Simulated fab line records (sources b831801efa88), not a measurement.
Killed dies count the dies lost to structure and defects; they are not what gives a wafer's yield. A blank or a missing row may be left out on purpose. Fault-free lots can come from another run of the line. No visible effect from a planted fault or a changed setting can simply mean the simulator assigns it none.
A single fault, viewed from 2 desks | flow gf180mcu | each desk has only its own numbers; what lay behind them comes last

== FOR THE TOOL OWNER'S DESK: implanter-03 ==
GF_LVPWELL_IMPLANT_08, tool's own readings: per-lot mean of the sampled wafers with a number, covering each lot this tool ran. If a lot's mean is further than 4 standard deviations from the usual mean, the lot is out of limits and carries the mark OUT (the distance appears in the brackets).
Columns: A = beam on s at GF_LVPWELL_IMPLANT_08, usual 10.01 s; B = faraday current uA at GF_LVPWELL_IMPLANT_08, usual 84.5
lot  | first seen here | A                | B
L625 | day 4 13:29     | 10.01            | 84.6
L628 | day 5 04:24     | 9.98             | 84.6
L635 | day 7 04:40     | 9.89             | 85.3
L636 | day 7 09:11     | 10.08            | 83.9
L638 | day 7 16:08     | 11.56 (+8.6) OUT | 73.2 (-7.5) OUT
L640 | day 8 01:24     | 11.47 (+8.1) OUT | 73.5 (-7.3) OUT
Finding of this desk: L638, L640 out of limits; the first was L638 at day 7 16:08, on beam on s at GF_LVPWELL_IMPLANT_08. L625, L628, L635, L636: within limits.

== AT THE METROLOGY DESK ==
What the gauges read for every lot (on any tool): the sampled wafers with a number, averaged. If a lot's mean is further than 4 standard deviations from the usual mean, the lot is out of limits and carries the mark OUT (the distance appears in the brackets).
Columns: A = LVPWELL_TW at GF_LVPWELL_TW_MEAS_11, usual 563; B = LVPWELL_RS at GF_VT_IMPLANT_RS_MEAS_48, usual 1197 ohm/sq
lot  | first seen here | A   | B
L623 | day 4 03:01     | 569 | 1200
L624 | day 4 10:05     | 570 | 1194
L625 | day 4 13:53     | 561 | 1200
L626 | day 4 18:34     | 559 | 1201
L628 | day 5 04:46     | 565 | 1193
L631 | day 6 11:42     | 571 | 1194
L635 | day 7 05:04     | 560 | 1195
L636 | day 7 09:34     | 558 | 1196
L637 | day 7 11:41     | 559 | 1201
L638 | day 7 16:31     | 580 | 1120 (-24) OUT
L639 | day 7 21:34     | 558 | 1192
L640 | day 8 01:46     | 576 | 1122 (-23) OUT
L644 | day 9 03:28     | 566 | 1194
Finding of this desk: L638, L640 out of limits, first seen on L638 at day 12 03:47 (LVPWELL_RS at GF_VT_IMPLANT_RS_MEAS_48). L623, L624, L625, L626, L628, L631, L635, L636, L637, L639, L644: within limits.

== TAKEN TOGETHER ==
The tool owner's desk had the chance to raise an alarm at day 7 16:08 on L638, L640.
On L638, L640, the metrology desk was in a position to raise an alarm at day 12 03:47.
All the named lots went through GF_LVPWELL_IMPLANT_08 on implanter-03.

== WHAT THE SIMULATOR HAD INSERTED ==
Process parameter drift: implanter-03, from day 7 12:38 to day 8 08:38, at GF_LVPWELL_IMPLANT_08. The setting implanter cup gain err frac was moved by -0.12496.
Shown lots that were struck: L638, L640.
Time in hours from fault onset to the first out-of-limits reading at each desk: tool owner's desk 4, metrology desk 111.
